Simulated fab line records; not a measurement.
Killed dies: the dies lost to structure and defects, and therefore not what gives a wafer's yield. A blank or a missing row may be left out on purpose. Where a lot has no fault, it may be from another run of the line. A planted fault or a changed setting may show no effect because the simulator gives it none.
Chamber matching | flow gf180mcu | 4 sister chambers for GF_SAB_ETCH_11 on rie diel-04
The step etches SiO2 in C4F8/O2/Ar, target depth 55 nm, time 8.5 s. 8 wafers are shown with their chamber, then 7 later ones without.

WAFERS PAIRED WITH THEIR CHAMBERS
wafer  | chamber | oes product au (a.u.)
L174.2 | 1       | 0.984
L174.4 | 0       | 1.010
L175.1 | 0       | 1.023
L182.3 | 2       | 1.010
L182.4 | 3       | 1.002
L182.6 | 1       | 0.989
L187.1 | 3       | 1.000
L187.2 | 2       | 1.002

WAFERS WHOSE CHAMBER IS MISSING
wafer  | oes product au (a.u.)
L187.6 | 0.987
L188.1 | 1.020
L188.2 | 1.025
L188.6 | 1.011
L189.2 | 1.010
L189.5 | 1.016
L189.6 | 0.990

THE CHAMBER EACH PASSED THROUGH
wafer  | from the rows above          | in truth
L187.6 | 1                            | 1
L188.1 | can't be placed: 0 or 2      | 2
L188.2 | can't be placed: 0 or 2      | 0
L188.6 | can't be placed: 2 or 0 or 3 | 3
L189.2 | can't be placed: 2 or 0 or 3 | 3
L189.5 | can't be placed: 0 or 2      | 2
L189.6 | can't be placed: 1 or 3      | 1
Correct placement for 1 of the 7. Unplaceable from these rows: 6, with the true chamber sitting among the candidates in 6. Placed wrongly: 0.
How it was worked out, from the rows above alone: a wafer's distance from a chamber is the root of the sum, over the readings, of the square of ((its reading less the chamber's mean) divided by the reading's scatter). If the next closest chamber is less than 2 further off than the closest, the wafer can't be placed; otherwise it belongs to the closest. For every chamber, the mean is computed from those of its wafers that are shown. How the scatter is found: for the shown wafers, subtract from each reading the mean of its chamber, square and add these, divide the total by (wafers less chambers), then take the root.
